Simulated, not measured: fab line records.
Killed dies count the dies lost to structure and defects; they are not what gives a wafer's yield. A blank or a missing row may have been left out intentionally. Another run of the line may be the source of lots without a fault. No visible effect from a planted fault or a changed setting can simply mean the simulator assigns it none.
fab line records	flow gf180mcu	part 1 of 2: steps 1 to 32 of 42
record lots=5	wafers=15	last_day=35
route steps=602 shown NSD@243 PSD@248 SAB@264 SALICIDE@278
lots with no fault: from the same line, run without faults
start_h: hours from the record's opening day to when the first of the lot's shown wafers began	wait_h: how many hours have passed since the lot's step before this one	" repeats the value in the row above	L1.1+2: several wafers, shown together as one row	- no value, or no start given	* or withheld: withheld	< > ~ a bound
route shown NAME@n: NAME is a module with steps in the file, n the number in the route of the first one	usual: mean/standard deviation taken from wafers without a fault	same: alike in all rows	chamber/n: place in a boat	sites: the reading at each site	_std_site: the values' standard deviation	_edge_site: outer sites' mean less inner sites'	radius_mm: how far each site lies from the wafer's centre	mask NAME#n: copy n	behind: the tool/chamber that last shaped the wafer	hold: reason for holding the lot/hours on hold/outcome of the hold	device: the transistor (n, p or np) that didn't switch	end of line: at the end of the route, the tests of the same wafers	step lacking rows: just its recipe	killed: dies that structure and defects cost at the first sort, which is not the same as the wafer's yield	map: a wafer's dies, marking killed ones x, the rest . and places with no die _
set.NAME: the setting that was run; set.NAME@STEP: the one run at that earlier step	model.NAME: the simulator's own value behind a step, which no gauge read
certain route steps with their lots: each step a table, each wafer a row
services: when a tool's chamber went out of use (start_h, in hours from the record's first day, below 0 if earlier), for how many hours, and the reason
## steps
# step GF_NSD_OVL_MEAS_08
# usual NSD_OVL=0.5/1.7
lot.wafer	tool	chamber	start_h	wait_h	NSD_OVL[nm]
L078.2	overlay-01	-	342.80	0.1	0.1
L078.4	"	-	"	"	1.3
L078.5	"	-	"	"	3.3
L080.3	overlay-02	-	361.62	0.1	-0.1
L080.5	"	-	"	"	-0.1
L080.6	"	-	"	"	-1.2
L084.1	overlay-02	-	385.51	0.1	2.4
L084.3	"	-	"	"	3.6
L084.5	"	-	"	"	2.3
L085.2	overlay-01	-	393.23	0.1	0.6
L085.4	"	-	"	"	1.8
L085.5	"	-	"	"	1.3
L097.1	overlay-01	-	499.23	0.1	-1.5
L097.4	"	-	"	"	-1.8
L097.5	"	-	"	"	-0.1
# step GF_NSD_IMPLANT_09
# recipe species=As	energy_kev=60	dose_cm2=4e+15	tilt_deg=7
# usual faraday_current_uA=12408/740
lot.wafer	tool	chamber	start_h	wait_h	faraday_current_uA
L078.2	implanter-03	0	342.86	0.0	11697
L078.4	"	0	"	"	11056
L078.5	"	0	"	"	10991
L080.3	implanter-02	0	361.69	0.1	12743
L080.5	"	0	"	"	12499
L080.6	"	0	"	"	12420
L084.1	implanter-02	0	385.54	0.0	12266
L084.3	"	0	"	"	12895
L084.5	"	0	"	"	12967
L085.2	implanter-02	0	393.29	0.0	13134
L085.4	"	0	"	"	12984
L085.5	"	0	"	"	13320
L097.1	implanter-01	0	499.26	0.0	13324
L097.4	"	0	"	"	13242
L097.5	"	0	"	"	12972
# step GF_NSD_IMPLANT_10
# recipe species=P	energy_kev=40	dose_cm2=5e+14	tilt_deg=7
# usual faraday_current_uA=2796/57
lot.wafer	tool	chamber	start_h	wait_h	faraday_current_uA
L078.2	implanter-03	0	343.01	0.1	2787
L078.4	"	0	"	"	2847
L078.5	"	0	"	"	2727
L080.3	implanter-02	0	361.84	0.1	2834
L080.5	"	0	"	"	2776
L080.6	"	0	"	"	2710
L084.1	implanter-02	0	385.69	0.1	2793
L084.3	"	0	"	"	2762
L084.5	"	0	"	"	2911
L085.2	implanter-02	0	393.44	0.1	2863
L085.4	"	0	"	"	2857
L085.5	"	0	"	"	2827
L097.1	implanter-01	0	499.41	0.1	2800
L097.4	"	0	"	"	2812
L097.5	"	0	"	"	2846
# step GF_NSD_STRIP_11
# recipe chemistry=O2/N2	power_w=1400	pressure_mtorr=1500	platen_temp_c=250	o2_flow_sccm=3000	n2_flow_sccm=300	overash_fraction=0.5
# usual drypump_motor_current_A=5.6/0.4	heater_power_w=335/34	oes_product_au=0.487/0.0045	strip_time_to_endpoint_s=22.98/0.051
lot.wafer	tool	chamber	start_h	wait_h	drypump_motor_current_A	heater_power_w	oes_product_au	rf_hours_counter_h	strip_time_to_endpoint_s
L078.2	plasma_asher-03	1	343.13	0.1	4.9	296	0.481	72	22.97
L078.4	"	0	"	"	6.0	412	0.487	-	23.01
L078.5	"	1	"	"	4.8	301	0.487	-	22.98
L080.3	plasma_asher-02	1	361.98	0.1	5.9	326	0.493	-	22.96
L080.5	"	0	"	"	5.6	333	0.484	-	22.99
L080.6	"	1	"	"	5.9	330	0.484	-	22.94
L084.1	plasma_asher-02	0	385.84	0.1	5.6	325	0.484	25	23.02
L084.3	"	1	"	"	5.9	331	0.483	-	23.01
L084.5	"	0	"	"	5.6	319	0.481	-	23.08
L085.2	plasma_asher-03	0	393.56	0.1	6.0	408	0.479	78	23.00
L085.4	"	0	"	"	6.0	401	0.485	-	23.00
L085.5	"	1	"	"	4.9	300	0.484	-	23.03
L097.1	plasma_asher-02	1	499.56	0.1	5.9	331	0.485	38	22.97
L097.4	"	1	"	"	5.9	328	0.488	-	22.94
L097.5	"	0	"	"	5.6	325	0.493	-	23.01
# step GF_NSD_TW_MEAS_12
# usual NSD_TW=4231/44
lot.wafer	tool	chamber	start_h	wait_h	NSD_TW
L078.2	film_metro-04	-	343.24	0.1	4282
L078.4	"	-	"	"	4259
L078.5	"	-	"	"	4289
L080.3	film_metro-04	-	362.06	0.1	4313
L080.5	"	-	"	"	4302
L080.6	"	-	"	"	4304
L084.1	film_metro-04	-	385.94	0.1	4285
L084.3	"	-	"	"	4294
L084.5	"	-	"	"	4281
L085.2	film_metro-02	-	393.67	0.1	4228
L085.4	"	-	"	"	4250
L085.5	"	-	"	"	4231
L097.1	film_metro-02	-	499.66	0.1	4245
L097.4	"	-	"	"	4222
L097.5	"	-	"	"	4224
# step GF_PSD_DEHYDRATE_00
# recipe temp_c=200	time_s=60
lot.wafer	tool	chamber	start_h	wait_h
L078.2+4+5	litho_track-01	0	353.78	10.5
L080.3+5+6	litho_track-02	0	373.11	11.0
L084.1+3+5	litho_track-02	0	397.06	11.1
L085.2+4+5	litho_track-01	0	405.38	11.7
L097.1+4+5	litho_track-02	0	511.10	11.4
# step GF_PSD_HMDS_01
# recipe prime_time_s=60	prime_temp_c=120
lot.wafer	tool	chamber	start_h	wait_h
L078.2+4+5	litho_track-01	0	353.93	0.1
L080.3+5+6	litho_track-02	0	373.26	0.1
L084.1+3+5	litho_track-02	0	397.21	0.1
L085.2+4+5	litho_track-01	0	405.53	0.1
L097.1+4+5	litho_track-02	0	511.25	0.1
# step GF_PSD_COAT_02
# recipe resist=NOVOLAK	spin_rpm=3000	resist_thk_nm=1000
lot.wafer	tool	chamber	start_h	wait_h
L078.2+4+5	litho_track-01	0	354.08	0.1
L080.3+5+6	litho_track-02	0	373.41	0.1
L084.1+3+5	litho_track-02	0	397.36	0.1
L085.2+4+5	litho_track-01	0	405.68	0.1
L097.1+4+5	litho_track-02	0	511.40	0.1
# step GF_PSD_SOFTBAKE_03
# recipe temp_c=90	time_s=60	resist=NOVOLAK
lot.wafer	tool	chamber	start_h	wait_h
L078.2+4+5	litho_track-01	0	354.23	0.1
L080.3+5+6	litho_track-02	0	373.56	0.1
L084.1+3+5	litho_track-02	0	397.51	0.1
L085.2+4+5	litho_track-01	0	405.83	0.1
L097.1+4+5	litho_track-02	0	511.55	0.1
# step GF_PSD_EXPOSE_04
# recipe mask_id=Pplus	target_cd_nm=400	na=0.6	source_shape=conventional	sigma_outer=0.6	dose_mj=140
lot.wafer	tool	chamber	start_h	wait_h	mask
L078.2+4+5	iline_stepper-01	0	-	-	Pplus#0
L080.3+5+6	iline_stepper-01	0	-	-	Pplus#0
L084.1+3+5	iline_stepper-02	0	-	-	Pplus#0
L085.2+4+5	iline_stepper-02	0	-	-	Pplus#0
L097.1+4+5	iline_stepper-01	0	-	-	Pplus#0
# step GF_PSD_PEB_05
# recipe temp_c=withheld	time_s=*	resist=NOVOLAK
lot.wafer	tool	chamber	start_h	wait_h
L078.2+4+5	litho_track-03	0	-	-
L080.3+5+6	litho_track-02	0	-	-
L084.1+3+5	litho_track-01	0	-	-
L085.2+4+5	litho_track-02	0	-	-
L097.1+4+5	litho_track-02	0	-	-
# step GF_PSD_DEVELOP_06
# recipe develop_time_s=60	dev_temp_c=23
# usual developer_temp_C=23.01/0.12
lot.wafer	tool	chamber	start_h	wait_h	developer_temp_C
L078.2	litho_track-03	0	365.19	0.1	22.91
L078.4	"	0	"	"	22.87
L078.5	"	0	"	"	23.10
L080.3	litho_track-02	0	384.86	0.1	22.99
L080.5	"	0	"	"	22.84
L080.6	"	0	"	"	22.80
L084.1	litho_track-01	0	409.55	0.1	23.06
L084.3	"	0	"	"	23.06
L084.5	"	0	"	"	23.08
L085.2	litho_track-02	0	416.88	0.1	23.08
L085.4	"	0	"	"	23.11
L085.5	"	0	"	"	22.93
L097.1	litho_track-02	0	522.05	0.1	22.93
L097.4	"	0	"	"	22.86
L097.5	"	0	"	"	22.82
# step GF_PSD_CD_MEAS_07
# recipe target_cd_nm=400
# usual cd_nm=400.3/2.4
lot.wafer	tool	chamber	start_h	wait_h	cd_nm
L078.2	cd_sem-01	-	365.40	0.2	401.0
L078.4	"	-	"	"	402.7
L078.5	"	-	"	"	402.2
L080.3	cd_sem-01	-	385.00	0.1	403.7
L080.5	"	-	"	"	401.5
L080.6	"	-	"	"	401.3
L084.1	cd_sem-01	-	409.70	0.1	397.2
L084.3	"	-	"	"	393.4
L084.5	"	-	"	"	397.0
L085.2	cd_sem-02	-	417.03	0.1	398.7
L085.4	"	-	"	"	398.6
L085.5	"	-	"	"	401.3
L097.1	cd_sem-01	-	522.20	0.1	403.1
L097.4	"	-	"	"	401.0
L097.5	"	-	"	"	400.9
# step GF_PSD_OVL_MEAS_08
# usual PSD_OVL=-0.7/1.4
lot.wafer	tool	chamber	start_h	wait_h	PSD_OVL[nm]
L078.2	overlay-02	-	365.50	0.1	0.2
L078.4	"	-	"	"	-1.1
L078.5	"	-	"	"	0.1
L080.3	overlay-02	-	385.09	0.1	0.5
L080.5	"	-	"	"	0.7
L080.6	"	-	"	"	0.6
L084.1	overlay-02	-	409.82	0.1	-2.4
L084.3	"	-	"	"	-1.8
L084.5	"	-	"	"	-1.0
L085.2	overlay-01	-	417.13	0.1	-1.0
L085.4	"	-	"	"	-1.4
L085.5	"	-	"	"	-2.7
L097.1	overlay-01	-	522.32	0.1	-0.6
L097.4	"	-	"	"	-1.8
L097.5	"	-	"	"	1.2
# step GF_PSD_IMPLANT_09
# recipe species=BF2	energy_kev=40	dose_cm2=1.5e+15	tilt_deg=7
# usual faraday_current_uA=8285/160
lot.wafer	tool	chamber	start_h	wait_h	faraday_current_uA
L078.2	implanter-03	0	365.56	0.0	8326
L078.4	"	0	"	"	8421
L078.5	"	0	"	"	8126
L080.3	implanter-03	0	385.16	0.1	8255
L080.5	"	0	"	"	8414
L080.6	"	0	"	"	8397
L084.1	implanter-03	0	409.86	0.0	8305
L084.3	"	0	"	"	8477
L084.5	"	0	"	"	8230
L085.2	implanter-01	0	417.19	0.0	8062
L085.4	"	0	"	"	8147
L085.5	"	0	"	"	8501
L097.1	implanter-04	0	522.36	0.0	8324
L097.4	"	0	"	"	8076
L097.5	"	0	"	"	8531
# step GF_PSD_STRIP_10
# recipe chemistry=O2/N2	power_w=1400	pressure_mtorr=1500	platen_temp_c=250	o2_flow_sccm=3000	n2_flow_sccm=300	overash_fraction=0.5
# usual drypump_motor_current_A=5.5/0.45	heater_power_w=354/41	oes_product_au=0.592/0.0044	strip_time_to_endpoint_s=16.53/0.042
lot.wafer	tool	chamber	start_h	wait_h	drypump_motor_current_A	heater_power_w	oes_product_au	rf_hours_counter_h	strip_time_to_endpoint_s
L078.2	plasma_asher-01	0	365.68	0.1	5.9	305	0.598	71	16.52
L078.4	"	1	"	"	5.7	354	0.586	-	16.49
L078.5	"	1	"	"	5.7	356	0.587	-	16.52
L080.3	plasma_asher-03	0	385.30	0.1	6.0	404	0.590	-	16.56
L080.5	"	0	"	"	6.0	407	0.591	-	16.60
L080.6	"	1	"	"	4.9	299	0.596	-	16.58
L084.1	plasma_asher-03	0	410.01	0.1	6.0	403	0.596	79	16.51
L084.3	"	1	"	"	4.8	301	0.594	-	16.52
L084.5	"	1	"	"	4.8	297	0.590	-	16.47
L085.2	plasma_asher-03	0	417.31	0.1	6.0	400	0.594	80	16.60
L085.4	"	0	"	"	5.9	399	0.596	-	16.61
L085.5	"	0	"	"	5.9	422	0.591	-	16.59
L097.1	plasma_asher-03	1	522.51	0.1	4.9	298	0.595	92	16.48
L097.4	"	1	"	"	4.8	298	0.585	-	16.49
L097.5	"	1	"	"	4.9	297	0.591	-	16.49
# step GF_PSD_TW_MEAS_11
# usual PSD_TW=3167/26
lot.wafer	tool	chamber	start_h	wait_h	PSD_TW
L078.2	film_metro-02	-	365.79	0.1	3139
L078.4	"	-	"	"	3138
L078.5	"	-	"	"	3166
L080.3	film_metro-02	-	385.38	0.1	3181
L080.5	"	-	"	"	3173
L080.6	"	-	"	"	3175
L084.1	film_metro-04	-	410.11	0.1	3203
L084.3	"	-	"	"	3207
L084.5	"	-	"	"	3208
L085.2	film_metro-03	-	417.42	0.1	3119
L085.4	"	-	"	"	3128
L085.5	"	-	"	"	3131
L097.1	film_metro-02	-	522.61	0.1	3194
L097.4	"	-	"	"	3173
L097.5	"	-	"	"	3162
# step GF_PSD_CLEAN_12
# recipe chemistry=SC1/SC2	mix=1:4:20	temp_c=70	time_s=150	dry=n2_spin
lot.wafer	tool	chamber	start_h	wait_h
L078.2+4+5	wet_bench-04	3	365.84	0.0
L080.3+5+6	wet_bench-02	2	385.42	0.0
L084.1+3+5	wet_bench-02	1	410.17	0.1
L085.2+4+5	wet_bench-04	3	417.47	0.0
L097.1+4+5	wet_bench-04	1	522.67	0.1
# step GF_PSD_RTA_13
# recipe temp_c=1025	time_s=20	ambient=N2
# usual lamp_power_pct=32.5/0.45	wafer_temp_C_max=1030.6/1.1
lot.wafer	tool	chamber	start_h	wait_h	lamp_power_pct	wafer_temp_C_max
L078.2	rtp_anneal-02	0	365.91	0.0	32.1	1030.9
L078.4	"	0	"	"	32.1	1029.7
L078.5	"	0	"	"	32.1	1030.0
L080.3	rtp_anneal-01	0	385.50	0.0	32.9	1029.6
L080.5	"	0	"	"	33.0	1030.9
L080.6	"	0	"	"	33.0	1030.2
L084.1	rtp_anneal-01	0	410.27	0.0	33.0	1031.0
L084.3	"	0	"	"	33.0	1032.3
L084.5	"	0	"	"	32.9	1030.3
L085.2	rtp_anneal-02	0	417.54	0.0	32.1	1032.2
L085.4	"	0	"	"	32.0	1030.6
L085.5	"	0	"	"	32.1	1030.1
L097.1	rtp_anneal-01	0	522.73	0.0	33.0	1033.5
L097.4	"	0	"	"	33.0	1030.8
L097.5	"	0	"	"	33.0	1033.2
# step GF_PSD_RS_MEAS_14
# recipe thk_meas_gauge=four-point-probe
# usual NSD_RS=46.08/0.087
lot.wafer	tool	chamber	start_h	wait_h	NSD_RS[ohm/sq]
L078.2	film_metro-03	-	366.00	0.1	46.15
L078.4	"	-	"	"	46.18
L078.5	"	-	"	"	46.09
L080.3	film_metro-03	-	385.60	0.1	46.20
L080.5	"	-	"	"	46.08
L080.6	"	-	"	"	46.10
L084.1	film_metro-04	-	410.35	0.1	46.19
L084.3	"	-	"	"	46.16
L084.5	"	-	"	"	46.03
L085.2	film_metro-04	-	417.63	0.1	46.05
L085.4	"	-	"	"	45.94
L085.5	"	-	"	"	45.98
L097.1	film_metro-02	-	522.81	0.1	46.12
L097.4	"	-	"	"	46.12
L097.5	"	-	"	"	46.17
# step GF_PSD_RS_MEAS_15
# recipe thk_meas_gauge=four-point-probe
# usual PSD_RS=108.41/0.28
lot.wafer	tool	chamber	start_h	wait_h	PSD_RS[ohm/sq]
L078.2	film_metro-03	-	366.12	0.1	108.65
L078.4	"	-	"	"	108.61
L078.5	"	-	"	"	108.35
L080.3	film_metro-03	-	385.72	0.1	108.26
L080.5	"	-	"	"	108.26
L080.6	"	-	"	"	108.35
L084.1	film_metro-04	-	410.47	0.1	109.05
L084.3	"	-	"	"	108.98
L084.5	"	-	"	"	108.66
L085.2	film_metro-04	-	417.75	0.1	108.01
L085.4	"	-	"	"	107.84
L085.5	"	-	"	"	108.34
L097.1	film_metro-02	-	522.93	0.1	108.59
L097.4	"	-	"	"	108.49
L097.5	"	-	"	"	108.76
# step GF_SAB_CVD_00
# recipe material=SiO2	target_thk_nm=50	precursor=TEOS	temp_c=400	time_s=4.9302	rf_w=600
# usual heater_power_w=675/95
lot.wafer	tool	chamber	start_h	wait_h	heater_power_w
L078.2	pecvd-01	1	366.22	0.1	578
L078.4	"	2	"	"	549
L078.5	"	0	"	"	556
L080.3	pecvd-01	2	385.80	0.1	503
L080.5	"	1	"	"	604
L080.6	"	2	"	"	508
L084.1	pecvd-04	1	410.59	0.1	691
L084.3	"	2	"	"	907
L084.5	"	2	"	"	872
L085.2	pecvd-01	1	417.85	0.1	599
L085.4	"	2	"	"	446
L085.5	"	0	"	"	609
L097.1	pecvd-01	2	523.05	0.1	537
L097.4	"	2	"	"	528
L097.5	"	1	"	"	595
# step GF_SAB_THK_MEAS_01
# recipe reads=SiO2_of_SAB_CVD_00
# usual SAB_CVD_00_THK=50.1/0.68
lot.wafer	tool	chamber	start_h	wait_h	SAB_CVD_00_THK[nm]
L078.2	film_metro-01	-	366.25	0.0	48.8
L078.4	"	-	"	"	50.7
L078.5	"	-	"	"	50.6
L080.3	film_metro-02	-	385.84	0.0	49.4
L080.5	"	-	"	"	50.6
L080.6	"	-	"	"	50.0
L084.1	film_metro-02	-	410.61	0.0	50.8
L084.3	"	-	"	"	50.8
L084.5	"	-	"	"	50.4
L085.2	film_metro-01	-	417.87	0.0	50.1
L085.4	"	-	"	"	51.0
L085.5	"	-	"	"	50.8
L097.1	film_metro-01	-	523.07	0.0	49.4
L097.4	"	-	"	"	49.8
L097.5	"	-	"	"	49.6
# step GF_SAB_DEHYDRATE_02
# recipe temp_c=200	time_s=60
lot.wafer	tool	chamber	start_h	wait_h
L078.2+4+5	litho_track-01	0	377.88	11.6
L080.3+5+6	litho_track-01	0	397.10	11.3
L084.1+3+5	litho_track-03	0	421.86	11.2
L085.2+4+5	litho_track-04	0	429.66	11.8
L097.1+4+5	litho_track-01	0	534.40	11.3
# step GF_SAB_HMDS_03
# recipe prime_time_s=60	prime_temp_c=120
lot.wafer	tool	chamber	start_h	wait_h
L078.2+4+5	litho_track-01	0	378.03	0.1
L080.3+5+6	litho_track-01	0	397.25	0.1
L084.1+3+5	litho_track-03	0	422.01	0.1
L085.2+4+5	litho_track-04	0	429.81	0.1
L097.1+4+5	litho_track-01	0	534.55	0.1
# step GF_SAB_COAT_04
# recipe resist=NOVOLAK	spin_rpm=3000	resist_thk_nm=1000
lot.wafer	tool	chamber	start_h	wait_h
L078.2+4+5	litho_track-01	0	378.18	0.1
L080.3+5+6	litho_track-01	0	397.40	0.1
L084.1+3+5	litho_track-03	0	422.16	0.1
L085.2+4+5	litho_track-04	0	429.96	0.1
L097.1+4+5	litho_track-01	0	534.70	0.1
# step GF_SAB_SOFTBAKE_05
# recipe temp_c=90	time_s=60	resist=NOVOLAK
lot.wafer	tool	chamber	start_h	wait_h
L078.2+4+5	litho_track-01	0	378.33	0.1
L080.3+5+6	litho_track-01	0	397.55	0.1
L084.1+3+5	litho_track-03	0	422.31	0.1
L085.2+4+5	litho_track-04	0	430.11	0.1
L097.1+4+5	litho_track-01	0	534.85	0.1
# step GF_SAB_EXPOSE_06
# recipe mask_id=SAB	target_cd_nm=420	na=0.6	source_shape=conventional	sigma_outer=0.6	dose_mj=140
lot.wafer	tool	chamber	start_h	wait_h	mask
L078.2+4+5	iline_stepper-01	0	-	-	SAB#0
L080.3+5+6	iline_stepper-02	0	-	-	SAB#0
L084.1+3+5	iline_stepper-01	0	-	-	SAB#0
L085.2+4+5	iline_stepper-01	0	-	-	SAB#0
L097.1+4+5	iline_stepper-01	0	-	-	SAB#0
# step GF_SAB_PEB_07
# recipe temp_c=withheld	time_s=*	resist=NOVOLAK
lot.wafer	tool	chamber	start_h	wait_h
L078.2+4+5	litho_track-04	0	-	-
L080.3+5+6	litho_track-04	0	-	-
L084.1+3+5	litho_track-04	0	-	-
L085.2+4+5	litho_track-03	0	-	-
L097.1+4+5	litho_track-01	0	-	-
# step GF_SAB_DEVELOP_08
# recipe develop_time_s=60	dev_temp_c=23
# usual developer_temp_C=23.01/0.12
lot.wafer	tool	chamber	start_h	wait_h	developer_temp_C
L078.2	litho_track-04	0	389.56	0.1	23.16
L078.4	"	0	"	"	22.94
L078.5	"	0	"	"	22.98
L080.3	litho_track-04	0	409.39	0.1	22.86
L080.5	"	0	"	"	22.85
L080.6	"	0	"	"	22.94
L084.1	litho_track-04	0	434.19	0.1	22.96
L084.3	"	0	"	"	22.87
L084.5	"	0	"	"	22.93
L085.2	litho_track-03	0	441.73	0.1	22.91
L085.4	"	0	"	"	22.95
L085.5	"	0	"	"	22.93
L097.1	litho_track-01	0	545.30	0.1	22.75
L097.4	"	0	"	"	22.89
L097.5	"	0	"	"	22.86
# step GF_SAB_CD_MEAS_09
# recipe target_cd_nm=420
# usual cd_nm=420.4/2.4
lot.wafer	tool	chamber	start_h	wait_h	cd_nm
L078.2	cd_sem-02	-	389.71	0.1	417.7
L078.4	"	-	"	"	418.0
L078.5	"	-	"	"	416.7
L080.3	cd_sem-02	-	409.53	0.1	423.8
L080.5	"	-	"	"	424.3
L080.6	"	-	"	"	420.3
L084.1	cd_sem-02	-	434.34	0.1	419.6
L084.3	"	-	"	"	418.0
L084.5	"	-	"	"	418.2
L085.2	cd_sem-01	-	441.88	0.1	421.5
L085.4	"	-	"	"	423.2
L085.5	"	-	"	"	419.9
L097.1	cd_sem-02	-	545.45	0.1	419.2
L097.4	"	-	"	"	419.5
L097.5	"	-	"	"	420.4
# step GF_SAB_OVL_MEAS_10
# usual SAB_OVL=0.5/1.3
lot.wafer	tool	chamber	start_h	wait_h	SAB_OVL[nm]
L078.2	overlay-02	-	389.81	0.1	2.6
L078.4	"	-	"	"	-0.1
L078.5	"	-	"	"	1.9
L080.3	overlay-01	-	409.62	0.1	-2.2
L080.5	"	-	"	"	-1.5
L080.6	"	-	"	"	-0.6
L084.1	overlay-02	-	434.46	0.1	1.1
L084.3	"	-	"	"	0.6
L084.5	"	-	"	"	0.2
L085.2	overlay-01	-	441.99	0.1	2.5
L085.4	"	-	"	"	1.0
L085.5	"	-	"	"	0.9
L097.1	overlay-01	-	545.57	0.1	1.5
L097.4	"	-	"	"	1.5
L097.5	"	-	"	"	0.9
